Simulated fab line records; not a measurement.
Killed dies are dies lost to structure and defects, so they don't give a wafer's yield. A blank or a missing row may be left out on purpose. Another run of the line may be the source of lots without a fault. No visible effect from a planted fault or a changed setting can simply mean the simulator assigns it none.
A single fault, viewed from 2 desks	flow gf180mcu	numbers are kept per desk, each desk with only its own; the story behind them comes last

== METROLOGY DESK ==
What the gauges read, lot by lot, whatever tool the lot ran on: means of the sampled wafers that have a number. The brackets show how far a lot's mean lies from the usual mean; more than 4 standard deviations puts the lot out of limits, marked OUT.
Columns: A = VT_IMPLANT_TW at GF_VT_IMPLANT_TW_MEAS_10, usual 565; B = LVPWELL_RS at GF_VT_IMPLANT_RS_MEAS_48, usual 1197 ohm/sq
lot	first seen here	A	B
L150	day 5 21:52	565	1198
L152	day 6 02:33	570	1196
L153	day 6 06:24	564	1197
L155	day 7 02:31	570	1195
L158	day 8 01:19	569	1199
L159	day 8 04:33	559	1202
L161	day 8 14:33	570	1199
L164	day 9 11:48	555	1197
L167	day 10 03:13	555	1199
L168	day 10 08:30	567	1195
L170	day 10 17:38	567	1188
L173	day 11 10:01	561	1192
Finding of this desk: none of the 12 lots has anything out of limits.

== THE TOOL OWNER'S DESK: litho track-04 ==
The tool's own readings at GF_NWELL_COAT_02 (resist thk 3000 nm): means of the sampled wafers that have a number, for each lot that ran on this tool. The brackets show how far a lot's mean lies from the usual mean; more than 4 standard deviations puts the lot out of limits, marked OUT.
Columns: A = chill plate temp C at GF_NWELL_COAT_02, usual 22.99 C; B = resist line temp C at GF_NWELL_COAT_02, usual 23.00 C
lot	first seen here	A	B
L150	day 3 07:01	22.96	22.99
L152	day 3 11:49	22.87	22.93
L153	day 3 14:37	22.81	22.98
L159	day 5 06:40	22.99	22.92
L168	day 7 03:09	23.08	22.99
L170	day 7 12:21	23.09	23.00
Finding of this desk: none of the 6 lots has anything out of limits.

== PUT TOGETHER ==
From the metrology desk's view, nothing was out of limits.
The desk of the tool owner found nothing out of limits.

== WHAT WAS PUT IN BY THE SIMULATOR ==
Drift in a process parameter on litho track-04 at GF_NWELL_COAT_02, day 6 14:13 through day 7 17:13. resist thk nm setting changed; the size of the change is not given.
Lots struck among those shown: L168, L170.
